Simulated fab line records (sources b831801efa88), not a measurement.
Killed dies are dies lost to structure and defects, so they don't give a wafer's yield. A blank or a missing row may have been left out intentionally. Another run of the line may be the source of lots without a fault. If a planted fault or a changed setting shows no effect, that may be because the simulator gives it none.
Code-filled problem report in 8D (eight disciplines) form    flow sky130    the parts of the form that need people (team, actions taken, sign-off) are left out

## 1. WHAT IS WRONG
Wafers without a fault read 15, standard deviation 4; killed_at_front_end at SKY_PAD_OPEN_PROBE_99 reads a mean of 55 on 4 wafers belonging to 2 lots. That puts it +10 standard deviations away from the usual mean.
Earliest sighting: wafer L498.1 on prober-02 at day 48 10:12. Wafers with a number at this step in the record: 36, from 12 lots. The rule behind "out" and "out of limits": a value lying over 4 standard deviations away from the usual mean. The other wafers with a number count as sound.

## 2. WHAT THIS IS AND IS NOT
question                     is                              is not
which readings at this step  killed_at_front_end             killed_at_M0_to_M3, killed_at_M4_up, killed_at_contacts, killed_at_other, killed_open
which lots                   L498, L502                      L490, L491, L492, L493, L495, L500, L507, L509, L510, L511
which wafers of those lots   L498.1, L498.4, L502.3, L502.5  L498.3, L502.6
read on which tools          prober-02                       prober-01
when                         from day 48 10:12               up to then (15 sound wafers); but 17 sound wafers of L498, L500, L502, L507, L509, L510, L511 came after

## 3. WHAT RULES OUT EACH SUSPECT
Counting: a tool at a process step up to the reading stays a suspect if it ran every lot that is out. Sound lots after the first of them don't rule it out here, since some wafers of a struck lot are sound.
- plasma_asher-01 at SKY_LDD_N_STRIP_16 (strips in O2/N2): kept. It processed each lot that is out (first: L498, day 21 14:42); up to then, its last sound lot is L495 (day 20 09:33).
- rie_diel-03 at SKY_PAD_OPEN_ETCH_07 (etches the open film in CF4/O2, stops on AlCu, target depth 725 nm, time 161.1 s): kept. It processed each lot that is out (first: L498, day 48 07:53); up to then, its last sound lot is L495 (day 47 14:29).
- prober-02 at SKY_PAD_OPEN_PROBE_99: kept. It processed each lot that is out (first: L498, day 48 10:12); up to then, its last sound lot is L492 (day 47 01:30). Out on those wafers are its own readings of killed_at_front_end.
- At SKY_LDD_N_STRIP_16 on plasma_asher-01, chamber 0 took the sound wafers of the same lots and chamber 1 took the wafers that are out.
The count leaves plasma_asher-01 at SKY_LDD_N_STRIP_16, rie_diel-03 at SKY_PAD_OPEN_ETCH_07, and prober-02 at SKY_PAD_OPEN_PROBE_99.

## 4. THE CAUSE (what the simulator had put in)
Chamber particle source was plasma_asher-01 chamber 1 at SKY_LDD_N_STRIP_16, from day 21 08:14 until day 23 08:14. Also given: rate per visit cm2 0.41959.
After counting, 3 suspects remain, this tool included.

## 5. THE EFFECT CHAIN, in route order
One row per reading whose mean, taken over the struck wafers that have a number, lies over 3 standard deviations from the usual. Scope: only readings with a usual standard deviation given in the record; hours: median across lots of the time from each lot's start at the first step in this table that gives one to its start at this step; sigmas: change in usual standard deviations.
hours  step                   reading              usual  on struck wafers  change  sigmas
0      SKY_PAD_OPEN_PROBE_99  killed_at_front_end  15     55                +40     +10
0      SKY_PAD_OPEN_PROBE_99  killed_dies          85     126               +41     +4.6
It contains these process steps:
- SKY_PAD_OPEN_PROBE_99

## 6. WHAT WOULD HAVE CAUGHT IT SOONER
In this record no reading fell out of limits until day 48 10:12, 650 hours after the fault had begun at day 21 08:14.
An alarm limit of 4 standard deviations would not have fired on the tool readings at SKY_LDD_N_STRIP_16 for which the record gives a usual standard deviation, since none of them was out on any struck wafer.
All the lots that are out (2) had begun SKY_LDD_N_STRIP_16 on plasma_asher-01 by day 48 10:12. Had the tool been put on hold then, not one of them would have been saved.
